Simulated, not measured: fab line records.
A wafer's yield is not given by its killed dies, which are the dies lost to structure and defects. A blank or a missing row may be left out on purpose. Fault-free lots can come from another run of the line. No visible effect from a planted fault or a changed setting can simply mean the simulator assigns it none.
Which tool is to blame? -- flow sky130 -- 13 lots with 39 wafers sampled at 4 steps, on a route of 708 steps

WHAT EACH GAUGE READ, for each wafer
SKY_CONTACT_THK_MEAS_01. Usual: CONTACT_CVD_00_THK gives 75.1 nm (standard deviation 0.91).
lot,measured,on,CONTACT_CVD_00_THK (nm),flag
L715,day 30 21:47,film metro-03,74.6 74.7 75.2,
L716,day 31 15:29,film metro-04,74.6 74.9 76.4,
L720,day 32 15:38,film metro-04,74.3 75.6 75.9,
L723,day 33 19:55,film metro-03,74.0 73.4 74.2,
L727,day 34 16:35,film metro-03,74.2 73.3 74.9,
L729,day 35 16:44,film metro-03,75.2 74.4 76.3,
L730,day 36 10:02,film metro-04,74.4 74.0 75.7,
L732,day 36 10:54,film metro-04,75.4 76.7 76.6,
L731,day 36 12:12,film metro-04,74.7 74.6 76.1,
L733,day 36 15:04,film metro-04,75.9 75.3 74.9,
L734,day 37 04:23,film metro-01,73.9 74.9 74.0,
L735,day 37 11:31,film metro-04,74.8 74.5 75.3,
L736,day 37 17:06,film metro-04,73.3 74.8 74.7,

SKY_METAL1_THK_MEAS_06: measures by xrf. Usual: METAL1_ALCU_THK gives 246.8 nm (standard deviation 2.9).
lot,measured,on,METAL1_ALCU_THK (nm),flag
L715,day 32 03:35,film metro-02,247.1 247.0 247.4,
L716,day 32 21:19,film metro-04,250.0 250.1 250.2,
L720,day 33 21:10,film metro-02,245.5 248.1 249.2,
L723,day 35 01:26,film metro-01,252.6 250.2 249.7,
L727,day 35 19:38,film metro-02,246.6 246.6 243.6,
L729,day 36 20:50,film metro-04,244.7 245.1 246.7,
L730,day 37 14:24,film metro-01,245.9 249.3 247.6,
L732,day 37 15:40,film metro-04,244.1 243.2 247.9,
L731,day 37 16:37,film metro-04,250.6 250.2 252.1,
L733,day 37 19:29,film metro-04,248.4 248.0 249.3,
L734,day 38 07:55,film metro-02,241.1 241.5 241.6,
L735,day 38 14:14,film metro-04,246.5 243.5 245.7,
L736,day 38 20:23,film metro-02,243.0 244.4 244.2,

SKY_METAL1_CD_MEAS_15 targets a cd of 140 nm. Usual: cd nm reads 139.6 nm (standard deviation 1.7).
lot,measured,on,cd nm (nm),flag
L715,day 33 06:28,cd sem-01,139.3 139.7 139.2,
L716,day 34 00:42,cd sem-01,140.7 141.9 143.7,
L720,day 34 23:36,cd sem-02,140.4 139.6 141.5,
L723,day 36 02:23,cd sem-01,140.2 139.7 140.5,
L727,day 36 22:20,cd sem-02,138.4 140.1 139.5,
L729,day 37 21:39,cd sem-02,141.9 141.4 142.7,
L730,day 38 15:45,cd sem-01,135.8 137.0 138.0,
L732,day 38 16:40,cd sem-02,138.7 140.8 140.7,
L731,day 38 17:33,cd sem-02,136.5 137.6 138.6,
L733,day 38 20:43,cd sem-01,137.7 136.8 137.4,
L734,day 39 08:09,cd sem-02,138.7 138.1 138.2,
L735,day 39 14:08,cd sem-01,138.3 138.1 138.4,
L736,day 39 21:01,cd sem-02,137.1 138.1 137.9,

TOOL THAT RAN EACH LOT (tool first, then ch and the chambers of the sampled wafers, then the start)
lot,SKY_METAL1_SPUTTER_03
L715,"pvd sputter-01, day 32 03:23"
L716,"pvd sputter-02, day 32 21:08"
L720,"pvd sputter-02, day 33 20:58"
L723,"pvd sputter-02, day 35 01:16"
L727,"pvd sputter-04, day 35 19:26"
L729,"pvd sputter-01, day 36 20:39"
L730,"pvd sputter-01, day 37 14:13"
L732,"pvd sputter-01, day 37 15:28"
L731,"pvd sputter-02, day 37 16:25"
L733,"pvd sputter-02, day 37 19:16"
L734,"pvd sputter-04, day 38 07:44"
L735,"pvd sputter-04, day 38 14:03"
L736,"pvd sputter-01, day 38 20:10"
- SKY_METAL1_SPUTTER_03: material Ti, target thk 5 nm, time 3.3 s.

WHAT THE TOOLS THEMSELVES READ (means of the sampled wafers that have a number; where no wafer has one, the mark that the record gives instead)
SKY_METAL1_SPUTTER_03. Usual: cathode dc power W 3000.0 W, standard deviation 0.58; throttle valve pct 30.0 %, standard deviation 0.9.
lot,tool,cathode dc power W (W),throttle valve pct (%),flag
L715,pvd sputter-01,2999.8,29.2,
L716,pvd sputter-02,2999.5,29.4,
L720,pvd sputter-02,3091.1,29.4,OFF
L723,pvd sputter-02,3091.2,30.5,OFF
L727,pvd sputter-04,3000.0,30.1,
L729,pvd sputter-01,3000.0,29.2,
L730,pvd sputter-01,2999.9,29.8,
L732,pvd sputter-01,2999.9,29.2,
L731,pvd sputter-02,3000.1,30.2,
L733,pvd sputter-02,3000.1,30.0,
L734,pvd sputter-04,3000.4,30.1,
L735,pvd sputter-04,3000.6,30.2,
L736,pvd sputter-01,3000.2,29.2,

THE ANSWER, worked out from the rows above alone
Rule: lot off if the mean of its wafers having a number is beyond 3 standard deviations from the usual mean. Also off: a lot with no number at a reading for which 4 or more lots have one. Any other lot the step has rows for is counted as sound. The gauges are gone through in route order, then the tools' own readings, and for those a lot's mean is taken as printed above. The first step at which some lot is off is used, and at that step the reading that is off furthest; a lot without a number counts as furthest.
Off at SKY_METAL1_SPUTTER_03 (cathode dc power W): L720, L723.
A tool fits if, at that step or a process step before it, it ran every lot that is off, and no sound lot after the first of them. Of those tried, none fits.

WHAT WAS PUT IN BY THE SIMULATOR
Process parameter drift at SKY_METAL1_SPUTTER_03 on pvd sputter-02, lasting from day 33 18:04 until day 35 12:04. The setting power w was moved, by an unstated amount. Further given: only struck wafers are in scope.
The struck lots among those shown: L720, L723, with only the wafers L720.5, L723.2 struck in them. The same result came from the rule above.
